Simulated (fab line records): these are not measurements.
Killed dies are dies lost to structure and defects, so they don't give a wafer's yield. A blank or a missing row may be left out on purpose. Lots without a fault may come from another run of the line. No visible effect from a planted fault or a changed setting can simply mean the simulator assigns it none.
Which tool did it? -- flow sky130 -- 33 wafers from 11 lots sampled at 5 of the route's 708 steps

WHAT THE GAUGES SHOWED, per wafer
SKY_VIA1_THK_MEAS_23: measures by xrf.
lot,measured,on,VIA1_W_THK (nm)
L416,day 34 01:31,filmMetro-02,267 260 258
L418,day 35 01:08,filmMetro-01,258 265 269
L423,day 36 13:52,filmMetro-02,262 264 263
L425,day 37 05:56,filmMetro-01,266 268 266
L429,day 38 16:56,filmMetro-02,256 262 259
L432,day 39 23:59,filmMetro-03,255 260 258
L433,day 40 01:35,filmMetro-02,267 265 269
L434,day 40 06:55,filmMetro-01,263 268 261
L435,day 40 09:12,filmMetro-01,271 266 268
L438,day 40 22:37,filmMetro-03,254 255 256
L437,day 41 01:00,filmMetro-03,258 256 261

SKY_METAL2_RS_MEAS_05: measures by four-point-probe.
lot,measured,on,METAL2_ALCU_RS (ohm/sq)
L416,day 34 02:01,filmMetro-02,0.1302 0.1290 0.1276
L418,day 35 01:39,filmMetro-02,0.1296 0.1272 0.1294
L423,day 36 14:22,filmMetro-04,0.1291 0.1276 0.1280
L425,day 37 06:26,filmMetro-04,0.1120 0.1285 0.1283
L429,day 38 17:26,filmMetro-02,0.1242 0.1272 0.1270
L432,day 40 00:30,filmMetro-04,0.1243 0.1253 0.1246
L433,day 40 02:12,filmMetro-01,0.1229 0.1214 0.1228
L434,day 40 07:26,filmMetro-04,0.1249 0.1241 0.1255
L435,day 40 09:42,filmMetro-04,0.1259 0.1230 0.1248
L438,day 40 23:07,filmMetro-04,0.1277 0.1271 0.1258
L437,day 41 01:30,filmMetro-02,0.1236 0.1267 0.1230

SKY_METAL2_THK_MEAS_06: measures by xrf.
lot,measured,on,METAL2_ALCU_THK (nm)
L416,day 34 02:08,filmMetro-02,243 245 249
L418,day 35 01:46,filmMetro-02,248 253 249
L423,day 36 14:29,filmMetro-04,248 249 248
L425,day 37 06:34,filmMetro-04,281 244 246
L429,day 38 17:33,filmMetro-02,255 249 251
L432,day 40 00:37,filmMetro-04,257 254 256
L433,day 40 02:19,filmMetro-01,260 263 261
L434,day 40 07:32,filmMetro-04,252 255 251
L435,day 40 09:49,filmMetro-04,252 259 255
L438,day 40 23:14,filmMetro-04,249 249 252
L437,day 41 01:37,filmMetro-02,257 253 260

SKY_METAL2_CD_MEAS_15: target cd 140 nm.
lot,measured,on,cdNm (nm)
L416,day 35 04:11,cdSem-01,141.0 141.2 141.9
L418,day 36 03:58,cdSem-01,138.6 136.8 141.1
L423,day 37 16:04,cdSem-01,140.0 139.5 139.0
L425,day 38 08:07,cdSem-01,137.8 138.5 137.5
L429,day 39 18:31,cdSem-02,140.3 141.0 138.5
L432,day 41 00:44,cdSem-02,139.4 139.7 138.8
L433,day 41 02:28,cdSem-02,140.7 139.9 139.4
L434,day 41 08:12,cdSem-02,140.6 141.7 141.3
L435,day 41 09:26,cdSem-02,140.0 139.8 138.5
L438,day 41 23:01,cdSem-01,142.7 141.7 142.7
L437,day 42 02:10,cdSem-02,138.7 140.2 139.5

WHAT TOOL EACH LOT RAN ON (gives the tool, then ch and the chambers of the sampled wafers, and finally the start)
lot,SKY_METAL2_SPUTTER_02
L416,"pvdSputter-02, day 34 01:55"
L418,"pvdSputter-02, day 35 01:32"
L423,"pvdSputter-02, day 36 14:16"
L425,"pvdSputter-02, day 37 06:21"
L429,"pvdSputter-03, day 38 17:20"
L432,"pvdSputter-01, day 40 00:23"
L433,"pvdSputter-03, day 40 02:05"
L434,"pvdSputter-01, day 40 07:19"
L435,"pvdSputter-03, day 40 09:37"
L438,"pvdSputter-03, day 40 23:02"
L437,"pvdSputter-03, day 41 01:25"
- SKY_METAL2_SPUTTER_02: material AlCu, target thk 250 nm, time 13.3 s.

WHAT THE TOOLS THEMSELVES READ (means of the sampled wafers that have a number; where no wafer has one, the mark that the record gives instead)
SKY_METAL2_SPUTTER_02.
lot,tool,cathodeDcPowerW (W),throttleValvePct (%)
L416,pvdSputter-02,10603,31.3
L418,pvdSputter-02,10600,30.2
L423,pvdSputter-02,10598,31.6
L425,pvdSputter-02,10600,31.5
L429,pvdSputter-03,10602,29.6
L432,pvdSputter-01,10598,30.7
L433,pvdSputter-03,10600,30.1
L434,pvdSputter-01,10601,30.6
L435,pvdSputter-03,10601,30.5
L438,pvdSputter-03,10600,29.8
L437,pvdSputter-03,10600,30.3

THE ANSWER, worked out from the rows above alone
Rule: the lots themselves supply what counts as usual. Put in order of their means at a reading, lots are off if they are a third of the lots or fewer, leave a main group of 4 or more, and stand apart from it by a gap of 3 or more times the standard deviation of the main group's means; of several such gaps the widest counts. The tables above print the reading to a certain number of digits; a main group whose means all agree to those digits is not used. Also off: a lot with no number at a reading for which 4 or more lots have one. The other lots that the step has rows for count as sound. First the gauges in route order, then the tools' own readings, where a lot's mean is used as printed above. At the first step where some lot is off, the reading lying furthest off is the one used; lots without a number count as furthest.
No lot is off at any reading shown: from this, nothing can be told.

WHAT THE SIMULATOR HAD PUT IN
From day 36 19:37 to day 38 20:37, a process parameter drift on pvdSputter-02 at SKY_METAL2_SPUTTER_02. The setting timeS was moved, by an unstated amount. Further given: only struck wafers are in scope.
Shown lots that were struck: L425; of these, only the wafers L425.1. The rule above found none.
